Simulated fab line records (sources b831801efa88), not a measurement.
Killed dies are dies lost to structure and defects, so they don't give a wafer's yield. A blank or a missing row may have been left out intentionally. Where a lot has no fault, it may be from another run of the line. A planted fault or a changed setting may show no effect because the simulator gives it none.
fab line records	flow sky130
[record] lots = 11	wafers = 33	last-day = 50
route steps=708 shown NWELL@81 VT_ADJUST_NCORE@126 VT_ADJUST_HVTR@135 VT_ADJUST_PCH@152 PAD_OPEN@708
lots that met no fault: from a run of the same line without faults
start-h: start of the lot's first displayed wafer, in hours after the record's first day	wait-h: how many hours have passed since the lot's step before this one	" unchanged from the row above	L1.1+2: a single row standing in for several wafers	- no value, or no start was given	* or withheld: withheld	< > ~ a bound
route shown NAME@n: names a module that has steps shown in the file, with the first one's number in the route	usual: mean and standard deviation over wafers with no fault	same: alike in all rows	chamber/n: place in a boat	sites: readings site by site	_std_site: how widely they spread, as a standard deviation	_edge_site: inner sites' mean taken away from outer sites' mean	radius-mm: how far each site lies from the wafer's centre	mask NAME#n: copy n	behind: tool/chamber where the wafer was last shaped	hold: cause of the lot's hold/its duration in hours/its outcome	device: transistor that didn't switch, given as n, p or np	end of line: the same wafers' tests at the end of the route	step lacking rows: just its recipe	killed: at the first sort, the dies lost to defects and structure; wafer yield is something else	map: per-die view of a wafer (x killed, . not killed, _ where there is no die)
set.NAME: the setting the step ran with; set.NAME@STEP: the setting that earlier step ran with	model.NAME: the simulator's own value behind a step, which no gauge read
one table for each step of the route and one row for each wafer, over a sample of lots
services: when a tool's chamber went out of use (start-h, in hours from the record's first day, below 0 if earlier), for how many hours, and the reason
[[steps]]
[step SKY_NWELL_RTA_28]
[recipe] temp-c = 1050	time-s = 30	idle-temp-c = 650	ramp-up-c-per-s = 150	ramp-down-c-per-s = 90	ambient = N2
[usual] lamp-power-pct = 25.30/0.051	wafer_temp_C_max = 1054.8/0.93
lot.wafer	tool	chamber	start-h	wait-h	lamp-power-pct	wafer_temp_C_max
L718.1	rtp-anneal-02	0	116.55	0.0	25.24	1056.2
L718.2	"	0	"	"	25.23	1055.1
L718.5	"	0	"	"	25.32	1054.4
L721.1	rtp-anneal-01	0	126.66	0.0	25.31	1054.6
L721.2	"	0	"	"	25.37	1054.7
L721.5	"	0	"	"	25.26	1056.0
L722.1	rtp-anneal-01	0	134.52	0.0	25.28	1053.5
L722.2	"	0	"	"	25.31	1056.8
L722.6	"	0	"	"	25.36	1054.6
L723.2	rtp-anneal-02	0	144.40	0.0	25.37	1057.0
L723.3	"	0	"	"	25.35	1056.9
L723.6	"	0	"	"	25.29	1055.8
L725.3	rtp-anneal-01	0	153.21	0.0	25.26	1057.0
L725.5	"	0	"	"	25.29	1055.3
L725.6	"	0	"	"	25.31	1055.5
L726.1	rtp-anneal-02	0	158.55	0.0	25.36	1055.0
L726.2	"	0	"	"	25.34	1053.9
L726.5	"	0	"	"	25.36	1055.8
L734.1	rtp-anneal-02	0	208.63	0.0	25.33	1054.8
L734.3	"	0	"	"	25.26	1058.1
L734.4	"	0	"	"	25.27	1054.9
L735.2	rtp-anneal-01	0	215.96	0.0	25.32	1053.4
L735.5	"	0	"	"	25.36	1056.0
L735.6	"	0	"	"	25.34	1055.0
L736.1	rtp-anneal-02	0	222.16	0.0	25.37	1055.4
L736.2	"	0	"	"	25.31	1054.8
L736.4	"	0	"	"	25.27	1052.9
L738.3	rtp-anneal-01	0	232.31	0.0	25.34	1054.7
L738.4	"	0	"	"	25.34	1053.9
L738.5	"	0	"	"	25.32	1056.0
L740.2	rtp-anneal-01	0	250.00	0.0	25.30	1054.7
L740.3	"	0	"	"	25.30	1054.8
L740.4	"	0	"	"	25.27	1053.8
[step SKY_VT_ADJUST_NCORE_CD_MEAS_07]
[recipe] target-cd-nm = 380
[usual] cd-nm = 380/3
lot.wafer	tool	chamber	start-h	wait-h	cd-nm
L718.1	cd-sem-02	-	196.58	0.1	382
L718.2	"	-	"	"	381
L718.5	"	-	"	"	380
L721.1	cd-sem-01	-	209.13	0.1	376
L721.2	"	-	"	"	377
L721.5	"	-	"	"	374
L722.1	cd-sem-02	-	218.87	0.1	373
L722.2	"	-	"	"	370
L722.6	"	-	"	"	372
L723.2	cd-sem-02	-	229.78	0.1	377
L723.3	"	-	"	"	378
L723.6	"	-	"	"	379
L725.3	cd-sem-01	-	239.45	0.1	380
L725.5	"	-	"	"	379
L725.6	"	-	"	"	377
L726.1	cd-sem-01	-	246.42	0.1	383
L726.2	"	-	"	"	383
L726.5	"	-	"	"	386
L734.1	cd-sem-01	-	303.53	0.1	378
L734.3	"	-	"	"	379
L734.4	"	-	"	"	379
L735.2	cd-sem-02	-	312.80	0.1	383
L735.5	"	-	"	"	384
L735.6	"	-	"	"	386
L736.1	cd-sem-02	-	318.72	0.1	380
L736.2	"	-	"	"	377
L736.4	"	-	"	"	381
L738.3	cd-sem-02	-	329.26	0.2	383
L738.4	"	-	"	"	380
L738.5	"	-	"	"	381
L740.2	cd-sem-02	-	350.75	0.1	384
L740.3	"	-	"	"	383
L740.4	"	-	"	"	386
[step SKY_VT_ADJUST_HVTR_EXPOSE_04]
[recipe] mask-id = HVTRM	target-cd-nm = 380	na = 0.6	source-shape = conventional	sigma-outer = 0.6	dose-mj = 150
[same] sigma-outer = 0.6
lot.wafer	tool	chamber	start-h	wait-h	mask
L718.1+2+5	iline-stepper-02	0	207.75	-	HVTRM#0
L721.1+2+5	iline-stepper-02	0	221.51	-	HVTRM#0
L722.1+2+6	iline-stepper-02	0	230.36	-	HVTRM#0
L723.2+3+6	iline-stepper-01	0	240.58	-	HVTRM#0
L725.3+5+6	iline-stepper-01	0	251.40	-	HVTRM#0
L726.1+2+5	iline-stepper-01	0	258.71	-	TUNM#0
L734.1+3+4	iline-stepper-01	0	316.18	-	HVTRM#0
L735.2+5+6	iline-stepper-01	0	325.58	-	HVTRM#0
L736.1+2+4	iline-stepper-02	0	332.43	-	HVTRM#0
L738.3+4+5	iline-stepper-02	0	342.57	-	HVTRM#0
L740.2+3+4	iline-stepper-02	0	365.21	-	HVTRM#0
[step SKY_VT_ADJUST_HVTR_CD_MEAS_07]
[recipe] target-cd-nm = 380
[usual] cd-nm = 381.2/2.4
lot.wafer	tool	chamber	start-h	wait-h	cd-nm
L718.1	cd-sem-01	-	218.81	0.1	381.0
L718.2	"	-	"	"	381.7
L718.5	"	-	"	"	381.2
L721.1	cd-sem-02	-	232.18	0.1	383.4
L721.2	"	-	"	"	383.1
L721.5	"	-	"	"	382.0
L722.1	cd-sem-01	-	240.73	0.1	384.1
L722.2	"	-	"	"	382.7
L722.6	"	-	"	"	382.8
L723.2	cd-sem-02	-	252.05	0.1	385.2
L723.3	"	-	"	"	386.0
L723.6	"	-	"	"	382.0
L725.3	cd-sem-02	-	262.55	0.1	381.3
L725.5	"	-	"	"	379.9
L725.6	"	-	"	"	379.4
L726.1	cd-sem-02	-	269.91	0.1	-
L726.2	"	-	"	"	-
L726.5	"	-	"	"	-
L734.1	cd-sem-02	-	329.10	0.1	378.9
L734.3	"	-	"	"	378.4
L734.4	"	-	"	"	378.7
L735.2	cd-sem-02	-	338.13	0.1	380.9
L735.5	"	-	"	"	379.2
L735.6	"	-	"	"	381.3
L736.1	cd-sem-02	-	344.52	0.2	384.4
L736.2	"	-	"	"	384.0
L736.4	"	-	"	"	382.4
L738.3	cd-sem-02	-	355.81	0.1	380.3
L738.4	"	-	"	"	381.0
L738.5	"	-	"	"	379.8
L740.2	cd-sem-02	-	378.90	0.1	380.4
L740.3	"	-	"	"	378.7
L740.4	"	-	"	"	380.1
[step SKY_VT_ADJUST_HVTR_TW_MEAS_11]
[usual] VT_ADJUST_HVTR_TW = 212.5/1.3
lot.wafer	tool	chamber	start-h	wait-h	hold	VT_ADJUST_HVTR_TW
L718.1	film-metro-01	-	219.22	0.1	-	215.5
L718.2	"	-	"	"	-	215.5
L718.5	"	-	"	"	-	215.7
L721.1	film-metro-03	-	232.59	0.1	-	211.3
L721.2	"	-	"	"	-	212.5
L721.5	"	-	"	"	-	213.0
L722.1	film-metro-01	-	241.14	0.1	-	211.3
L722.2	"	-	"	"	-	211.7
L722.6	"	-	"	"	-	213.0
L723.2	film-metro-01	-	252.45	0.1	-	213.5
L723.3	"	-	"	"	-	213.2
L723.6	"	-	"	"	-	212.1
L725.3	film-metro-01	-	262.94	0.1	-	212.8
L725.5	"	-	"	"	-	213.5
L725.6	"	-	"	"	-	211.8
L726.1	film-metro-03	-	270.32	0.1	await-dispo/0.2h/release	30.2
L726.2	"	-	"	"	await-dispo/0.2h/release	30.4
L726.5	"	-	"	"	await-dispo/0.2h/release	30.2
L726.1	film-metro-03	-	270.54	0.2	-	30.4
L726.2	"	-	"	"	-	30.2
L726.5	"	-	"	"	-	30.3
L734.1	film-metro-03	-	329.51	0.1	-	210.5
L734.3	"	-	"	"	-	210.7
L734.4	"	-	"	"	-	210.3
L735.2	film-metro-03	-	338.53	0.1	-	212.5
L735.5	"	-	"	"	-	211.7
L735.6	"	-	"	"	-	212.0
L736.1	film-metro-01	-	344.93	0.1	-	213.7
L736.2	"	-	"	"	-	212.6
L736.4	"	-	"	"	-	213.7
L738.3	film-metro-01	-	356.28	0.1	-	213.1
L738.4	"	-	"	"	-	213.8
L738.5	"	-	"	"	-	213.6
L740.2	film-metro-01	-	379.30	0.1	-	213.7
L740.3	"	-	"	"	-	213.3
L740.4	"	-	"	"	-	212.1
[step SKY_VT_ADJUST_PCH_STRIP_09]
[recipe] chemistry = O2/N2	power-w = 1400	pressure-mtorr = 1500	platen-temp-c = withheld	o2-flow-sccm = 3000	n2-flow-sccm = 300	overash-fraction = 0.5
[usual] chamber-pressure-mTorr = 1500.1/1.3	drypump-motor-current-A = 5.79/0.29	oes-product-au = 0.722/0.004	strip-time-to-endpoint-s = 36.29/0.1
[same] overash-fraction = 0.5
lot.wafer	tool	chamber	start-h	wait-h	chamber-pressure-mTorr	drypump-motor-current-A	oes-product-au	rf-hours-counter-h	strip-time-to-endpoint-s
L718.1	plasma-asher-01	0	240.91	0.1	1501.0	5.63	0.711	55	36.42
L718.2	"	1	"	"	1500.1	5.82	0.726	55	36.42
L718.5	"	1	"	"	1498.0	5.85	0.716	-	36.54
L721.1	plasma-asher-03	1	255.27	0.1	1501.1	5.74	0.720	53	36.20
L721.2	"	0	"	"	1499.2	5.13	0.721	53	36.21
L721.5	"	0	"	"	1502.5	5.15	0.723	-	36.26
L722.1	plasma-asher-04	1	263.84	0.1	1499.5	5.80	0.721	47	36.40
L722.2	"	0	"	"	1501.2	6.24	0.721	47	36.38
L722.6	"	0	"	"	1498.1	6.23	0.730	-	36.48
L723.2	plasma-asher-01	1	275.26	0.1	1502.0	5.86	0.722	59	36.34
L723.3	"	0	"	"	1499.8	5.61	0.719	-	36.25
L723.6	"	1	"	"	1498.9	5.83	0.718	-	36.18
L725.3	plasma-asher-04	1	287.79	0.1	1499.1	5.79	0.727	-	36.21
L725.5	"	1	"	"	1499.0	5.78	0.725	-	36.30
L725.6	"	0	"	"	1499.7	6.24	0.719	-	36.21
L734.1	plasma-asher-01	1	356.67	0.1	1501.3	5.80	0.726	67	36.30
L734.3	"	1	"	"	1501.2	5.85	0.723	-	36.29
L734.4	"	0	"	"	1500.2	5.59	0.718	-	36.32
L735.2	plasma-asher-04	0	365.61	0.1	1500.1	6.20	0.723	56	36.26
L735.5	"	0	"	"	1499.9	6.23	0.722	-	36.34
L735.6	"	1	"	"	1499.4	5.80	0.722	-	36.34
L736.1	plasma-asher-01	1	372.24	0.1	1497.0	5.85	0.721	68	36.27
L736.2	"	0	"	"	1502.1	5.58	0.728	68	36.26
L736.4	"	1	"	"	1499.1	5.82	0.721	-	36.29
L738.3	plasma-asher-01	0	391.87	0.1	1497.6	5.61	0.717	-	36.30
L738.4	"	1	"	"	1500.8	5.84	0.721	-	36.37
L738.5	"	0	"	"	1499.7	5.60	0.724	-	36.35
L740.2	plasma-asher-04	0	404.34	0.1	1498.6	6.23	0.725	60	36.37
L740.3	"	0	"	"	1500.8	6.23	0.718	-	36.27
L740.4	"	1	"	"	1500.6	5.79	0.719	-	36.23
[step SKY_PAD_OPEN_PROBE_99]
[usual] defect-limited-yield = 82.4/2	killed_at_M0_to_M3 = 43/7	killed_at_M4_up = 3.3/1.8	killed-at-contacts = 24/6.2	killed-at-front-end = 16/4.7	killed-at-other = 0.4/0.58	killed-dies = 87/10	killed-open = 47/6.4	killed-short = 39/7	sort_bin_3_pad_short = 0.9/0.35	sort_bin_5_function = 10.3/1.5	sort_bin_6_memory = 6.4/1.2	sort-n-pass = 406/9.9	sort-yield-pct = 82.5/2
[same] gross-dies = 492	killed-at-back-side = 0	sort_bin_4_leakage[%] = 0	sort_bin_8_speed[%] = 0
lot.wafer	tool	chamber	start-h	wait-h	defect-limited-yield[%]	killed_at_M0_to_M3	killed_at_M4_up	killed-at-contacts	killed-at-front-end	killed-at-other	killed-dies	killed-open	killed-short	sort_bin_3_pad_short[%]	sort_bin_5_function[%]	sort_bin_6_memory[%]	sort-n-pass	sort-yield-pct[%]
L718.1	prober-02	-	1082.26	0.1	82.5	50	3	19	14	0	86	44	41	0.6	9.6	7.3	406	82.5
L718.2	prober-02	-	1082.31	0.1	83.1	43	4	16	20	0	83	45	36	0.8	9.8	6.3	409	83.1
L718.5	prober-02	-	1082.46	0.2	83.1	33	1	29	20	0	83	42	39	0.8	9.6	6.5	409	83.1
L721.1	prober-01	-	1099.93	0.1	80.9	39	0	36	18	1	94	48	45	0.4	11.0	7.7	398	80.9
L721.2	prober-01	-	1099.98	0.1	85.4	42	4	15	11	0	72	39	33	0.6	9.3	4.7	420	85.4
L721.5	prober-01	-	1100.13	0.2	81.9	38	2	20	28	1	89	52	35	0.8	11.4	5.9	403	81.9
L722.1	prober-02	-	1113.94	0.1	83.5	51	2	13	15	0	81	41	38	1.0	9.1	6.3	411	83.5
L722.2	prober-02	-	1113.99	0.1	83.9	46	3	22	8	0	79	49	29	0.6	9.3	6.1	413	83.9
L722.6	prober-02	-	1114.19	0.2	86.0	39	4	17	9	0	69	38	30	0.4	8.1	5.5	423	86.0
L723.2	prober-01	-	1121.40	0.1	80.5	59	3	17	16	1	96	49	47	0.8	12.2	6.5	396	80.5
L723.3	prober-01	-	1121.45	0.2	81.5	44	3	29	14	1	91	49	42	0.6	10.2	7.7	401	81.5
L723.6	prober-01	-	1121.60	0.2	83.3	39	0	25	18	0	82	45	37	0.4	10.2	6.1	410	83.3
L725.3	prober-01	-	1123.50	0.2	81.3	43	1	26	20	2	92	55	36	0.4	10.2	8.1	400	81.3
L725.5	prober-01	-	1123.60	0.2	84.3	38	3	26	10	0	77	34	43	0.8	9.1	5.7	415	84.3
L725.6	prober-01	-	1123.65	0.2	82.5	31	3	37	15	0	86	54	32	0.8	9.3	7.3	406	82.5
L735.2	prober-02	-	1179.70	0.1	79.9	49	2	31	16	1	99	57	41	0.6	10.6	8.9	393	79.9
L735.5	prober-02	-	1179.85	0.2	81.9	45	3	30	10	1	89	48	41	0.8	10.8	6.5	403	81.9
L735.6	prober-02	-	1179.90	0.2	80.9	49	2	30	13	0	94	45	49	0.8	13.0	5.3	398	80.9
L734.1	prober-01	-	1181.49	0.1	82.5	38	4	22	22	0	86	48	38	0.8	11.6	5.1	406	82.5
L734.3	prober-01	-	1181.59	0.2	82.7	39	4	22	18	2	85	49	34	0.8	10.8	5.7	407	82.7
L734.4	prober-01	-	1181.64	0.2	82.7	38	6	24	16	1	85	46	39	1.0	12.0	4.3	407	82.7
L736.1	prober-02	-	1184.08	0.1	85.2	31	3	21	16	2	73	39	33	0.6	8.9	5.3	419	85.2
L736.2	prober-02	-	1184.13	0.1	82.5	37	4	25	20	0	86	48	38	0.2	9.8	7.5	406	82.5
L736.4	prober-02	-	1184.23	0.2	80.7	52	5	22	16	0	95	55	40	0.4	10.8	8.1	397	80.7
L738.3	prober-01	-	1202.47	0.2	83.7	46	6	19	8	1	80	43	34	0.6	9.8	5.9	412	83.7
L738.4	prober-01	-	1202.52	0.2	84.3	41	4	20	11	1	77	45	32	1.0	10.8	3.9	415	84.3
L738.5	prober-01	-	1202.57	0.2	79.5	47	6	28	20	0	101	52	49	1.2	12.0	7.3	391	79.5
L740.2	prober-02	-	1203.29	0.1	85.2	40	3	22	8	0	73	50	23	0.8	9.1	4.9	419	85.2
L740.3	prober-02	-	1203.34	0.2	83.9	45	2	17	15	0	79	50	29	1.0	8.7	6.3	413	83.9
L740.4	prober-02	-	1203.39	0.2	82.1	42	2	26	18	0	88	47	41	0.8	10.8	6.3	404	82.1
// killed by level:class
L718.1 VIA1:geometric-particle:open=12 METAL2:geometric-particle:short=10 VIA2:geometric-particle:open=8 CONTACT:geometric-particle:open=7 FIELD_ISO:geometric-particle:open=5 VIA3:geometric-particle:open=5 METAL1:geometric-particle:short=4 LI_CONTACT:geometric-particle:open=4
L718.2 VIA1:geometric-particle:open=13 METAL2:geometric-particle:short=9 FIELD_ISO:geometric-particle:open=8 FIELD_ISO:geometric-particle:short=7 CONTACT:geometric-particle:short=5 CONTACT:geometric-particle:open=5 METAL2:geometric-particle:open=4 VIA3:geometric-particle:open=4
L718.5 CONTACT:geometric-particle:open=14 LI_CONTACT:geometric-particle:open=7 FIELD_ISO:geometric-particle:open=6 VIA1:geometric-particle:short=6 VIA1:geometric-particle:open=5 VIA2:geometric-particle:open=5 FIELD_ISO:geometric-particle:short=4 POLY_GATE:geometric-particle:short=4
L721.1 CONTACT:geometric-particle:short=9 CONTACT:geometric-particle:open=9 FIELD_ISO:geometric-particle:open=8 LI_CONTACT:geometric-particle:open=8 LOCAL_INTERCONNECT:geometric-particle:short=7 POLY_GATE:geometric-particle:short=6 METAL1:geometric-particle:short=6 VIA1:geometric-particle:open=6
L721.2 VIA1:geometric-particle:open=11 VIA3:geometric-particle:open=6 METAL2:geometric-particle:short=6 LOCAL_INTERCONNECT:geometric-particle:short=5 VIA2:geometric-particle:open=5 METAL4:geometric-particle:short=4 POLY_GATE:geometric-particle:open=3 POLY_GATE:geometric-particle:short=3
L721.5 FIELD_ISO:geometric-particle:open=8 METAL1:geometric-particle:short=8 LI_CONTACT:geometric-particle:open=7 VIA1:geometric-particle:open=7 POLY_GATE:geometric-particle:short=6 CONTACT:geometric-particle:open=6 VIA2:geometric-particle:open=6 VIA3:geometric-particle:open=6
L722.1 VIA1:geometric-particle:open=12 VIA1:geometric-particle:short=9 VIA2:geometric-particle:open=7 CONTACT:geometric-particle:open=7 VIA3:geometric-particle:open=7 METAL1:geometric-particle:short=6 METAL2:geometric-particle:short=5 FIELD_ISO:geometric-particle:short=4
L722.2 VIA1:geometric-particle:open=14 VIA2:geometric-particle:open=8 CONTACT:geometric-particle:open=8 VIA3:geometric-particle:open=8 LI_CONTACT:geometric-particle:open=7 VIA2:geometric-particle:short=6 VIA1:geometric-particle:short=4 POLY_GATE:geometric-particle:short=3
L722.6 LI_CONTACT:geometric-particle:open=9 VIA1:geometric-particle:open=7 VIA2:geometric-particle:open=7 METAL2:geometric-particle:short=6 METAL1:geometric-particle:short=4 VIA3:geometric-particle:open=4 FIELD_ISO:geometric-particle:short=3 CONTACT:geometric-particle:open=3
L723.2 VIA1:geometric-particle:open=12 METAL1:geometric-particle:short=6 VIA2:geometric-particle:open=6 VIA1:geometric-particle:short=6 METAL2:geometric-particle:short=6 FIELD_ISO:geometric-particle:open=5 VIA2:geometric-particle:short=5 CONTACT:geometric-particle:short=5
L723.3 CONTACT:geometric-particle:open=9 VIA1:geometric-particle:open=8 LI_CONTACT:geometric-particle:open=7 LOCAL_INTERCONNECT:geometric-particle:short=7 FIELD_ISO:geometric-particle:open=5 VIA3:geometric-particle:open=5 METAL2:geometric-particle:short=5 METAL1:geometric-particle:short=5
L723.6 CONTACT:geometric-particle:open=13 VIA2:geometric-particle:open=9 FIELD_ISO:geometric-particle:open=6 VIA1:geometric-particle:short=6 FIELD_ISO:geometric-particle:short=5 CONTACT:geometric-particle:short=5 METAL2:geometric-particle:short=5 VIA2:geometric-particle:short=5
L725.3 FIELD_ISO:geometric-particle:open=10 VIA1:geometric-particle:open=10 CONTACT:geometric-particle:open=8 VIA3:geometric-particle:open=8 LI_CONTACT:geometric-particle:open=6 METAL1:geometric-particle:short=5 CONTACT:geometric-particle:short=5 LI_CONTACT:geometric-particle:short=4
L725.5 LI_CONTACT:geometric-particle:short=8 LI_CONTACT:geometric-particle:open=6 METAL1:geometric-particle:short=6 CONTACT:geometric-particle:open=6 VIA1:geometric-particle:open=5 VIA2:geometric-particle:short=5 METAL3:geometric-particle:short=5 VIA3:geometric-particle:open=5
L725.6 CONTACT:geometric-particle:open=21 VIA3:geometric-particle:open=8 FIELD_ISO:geometric-particle:open=5 LI_CONTACT:geometric-particle:open=5 CONTACT:geometric-particle:short=5 VIA1:geometric-particle:short=5 FIELD_ISO:geometric-particle:short=4 VIA2:geometric-particle:open=4
L735.2 VIA1:geometric-particle:open=14 VIA2:geometric-particle:open=9 POLY_GATE:geometric-particle:open=7 LI_CONTACT:geometric-particle:open=7 LOCAL_INTERCONNECT:geometric-particle:short=7 CONTACT:geometric-particle:open=7 CONTACT:geometric-particle:short=7 VIA1:geometric-particle:short=6
L735.5 VIA1:geometric-particle:open=13 CONTACT:geometric-particle:open=8 LOCAL_INTERCONNECT:geometric-particle:short=7 LI_CONTACT:geometric-particle:open=7 VIA3:geometric-particle:open=7 VIA1:geometric-particle:short=7 CONTACT:geometric-particle:short=6 METAL2:geometric-particle:short=4
L735.6 CONTACT:geometric-particle:short=10 VIA2:geometric-particle:open=8 VIA1:geometric-particle:open=7 CONTACT:geometric-particle:open=7 VIA1:geometric-particle:short=7 POLY_GATE:geometric-particle:open=6 LI_CONTACT:geometric-particle:open=6 METAL1:geometric-particle:short=6
L734.1 VIA1:geometric-particle:open=10 CONTACT:geometric-particle:open=9 FIELD_ISO:geometric-particle:short=6 VIA2:geometric-particle:open=6 LI_CONTACT:geometric-particle:open=5 LOCAL_INTERCONNECT:geometric-particle:short=5 METAL2:geometric-particle:short=5 VIA3:geometric-particle:short=5
L734.3 CONTACT:geometric-particle:open=11 VIA3:geometric-particle:open=9 POLY_GATE:geometric-particle:open=7 METAL3:geometric-particle:short=6 VIA1:geometric-particle:open=5 VIA2:geometric-particle:open=5 VIA3:geometric-particle:short=5 POLY_GATE:geometric-particle:short=4
L734.4 CONTACT:geometric-particle:open=12 VIA1:geometric-particle:open=10 POLY_GATE:geometric-particle:short=5 LI_CONTACT:geometric-particle:open=5 VIA1:geometric-particle:short=5 METAL4:geometric-particle:short=5 VIA3:geometric-particle:open=4 METAL2:geometric-particle:short=4
L736.1 CONTACT:geometric-particle:open=10 LI_CONTACT:geometric-particle:open=6 METAL2:geometric-particle:short=6 POLY_GATE:geometric-particle:short=5 FIELD_ISO:geometric-particle:open=4 LI_CONTACT:geometric-particle:short=4 VIA3:geometric-particle:open=4 VIA1:geometric-particle:open=4
L736.2 VIA1:geometric-particle:open=11 CONTACT:geometric-particle:short=7 CONTACT:geometric-particle:open=7 FIELD_ISO:geometric-particle:open=6 LI_CONTACT:geometric-particle:open=6 FIELD_ISO:geometric-particle:short=5 VIA1:geometric-particle:short=4 METAL2:geometric-particle:short=4
L736.4 VIA1:geometric-particle:open=18 CONTACT:geometric-particle:open=13 VIA2:geometric-particle:open=7 METAL2:geometric-particle:short=6 POLY_GATE:geometric-particle:short=6 POLY_GATE:geometric-particle:open=5 VIA1:geometric-particle:short=5 FIELD_ISO:geometric-particle:short=4
L738.3 VIA3:geometric-particle:open=9 VIA1:geometric-particle:open=9 VIA2:geometric-particle:open=6 LOCAL_INTERCONNECT:geometric-particle:short=5 CONTACT:geometric-particle:open=5 METAL1:geometric-particle:open=5 METAL2:geometric-particle:short=5 LI_CONTACT:geometric-particle:open=4
L738.4 VIA1:geometric-particle:open=10 CONTACT:geometric-particle:open=8 VIA2:geometric-particle:open=8 LI_CONTACT:geometric-particle:open=6 FIELD_ISO:geometric-particle:open=4 METAL1:geometric-particle:short=4 VIA3:geometric-particle:open=4 METAL2:geometric-particle:short=4
L738.5 CONTACT:geometric-particle:open=15 VIA2:geometric-particle:open=11 FIELD_ISO:geometric-particle:short=9 VIA1:geometric-particle:short=8 VIA1:geometric-particle:open=7 FIELD_ISO:geometric-particle:open=6 LI_CONTACT:geometric-particle:open=6 VIA3:geometric-particle:open=6
L740.2 VIA1:geometric-particle:open=12 CONTACT:geometric-particle:open=9 VIA3:geometric-particle:open=9 LI_CONTACT:geometric-particle:open=5 METAL2:geometric-particle:short=4 VIA2:geometric-particle:open=4 VIA3:geometric-particle:short=4 FIELD_ISO:geometric-particle:open=3
L740.3 VIA1:geometric-particle:open=12 VIA3:geometric-particle:open=9 CONTACT:geometric-particle:open=7 VIA2:geometric-particle:open=6 VIA3:geometric-particle:short=5 POLY_GATE:geometric-particle:short=4 LI_CONTACT:geometric-particle:open=4 METAL3:geometric-particle:short=4
L740.4 CONTACT:geometric-particle:open=10 VIA3:geometric-particle:open=9 METAL2:geometric-particle:short=7 LI_CONTACT:geometric-particle:open=7 VIA1:geometric-particle:open=7 FIELD_ISO:geometric-particle:short=6 SPACER:geometric-particle:open=5 METAL1:geometric-particle:short=5
[[services]]
tool	chamber	start-h	hours	kind
iline-stepper-01	-	101.33	10.6	repair
iline-stepper-01	0	121.16	-	calibration
iline-stepper-02	-	152.73	1.7	pm
iline-stepper-01	-	155.65	2.7	repair
plasma-asher-01	-	231.80	2.8	pm
iline-stepper-02	0	257.20	-	calibration
iline-stepper-01	-	274.01	1.7	pm
iline-stepper-02	-	314.29	2.1	pm
iline-stepper-02	-	316.37	-	consumable-replace:lamp
plasma-asher-03	-	338.38	0.4	repair
rtp-anneal-01	-	342.53	4.2	pm
iline-stepper-01	-	347.74	28.9	pm
iline-stepper-01	0	348.00	-	calibration
iline-stepper-02	-	367.50	9.8	repair
iline-stepper-01	-	377.34	4.4	pm
iline-stepper-02	-	378.00	1.0	repair
iline-stepper-02	-	381.88	1.7	pm
plasma-asher-03	-	402.84	3.4	repair
[[key]]
[first-sign] step = SKY_VT_ADJUST_HVTR_EXPOSE_04	reading = mask	direction = changed
[effect] step = SKY_VT_ADJUST_HVTR_CD_MEAS_07	reading = cd-nm	direction = missing
[effect] step = SKY_VT_ADJUST_HVTR_TW_MEAS_11	reading = visit	direction = added
[effect] step = SKY_VT_ADJUST_HVTR_TW_MEAS_11	reading = VT_ADJUST_HVTR_TW	direction = down	sigmas = 99+	usual = 212.5	struck = 30.2
met-at SKY_VT_ADJUST_HVTR_EXPOSE_04
struck-lots L726
scrapped-behind SKY_VT_ADJUST_HVTR_TW_MEAS_11 L726.1,L726.2,L726.5
not-acting-at SKY_NWELL_RTA_28,SKY_VT_ADJUST_NCORE_CD_MEAS_07,SKY_VT_ADJUST_PCH_STRIP_09
onset-between 251.40 258.71
[fault] kind = wrong-mask	tool = any	chamber = -	onset-h = 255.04	steps = SKY_VT_ADJUST_HVTR_EXPOSE_04	aux-copy = TUNM#0	scope = struck-lots-only
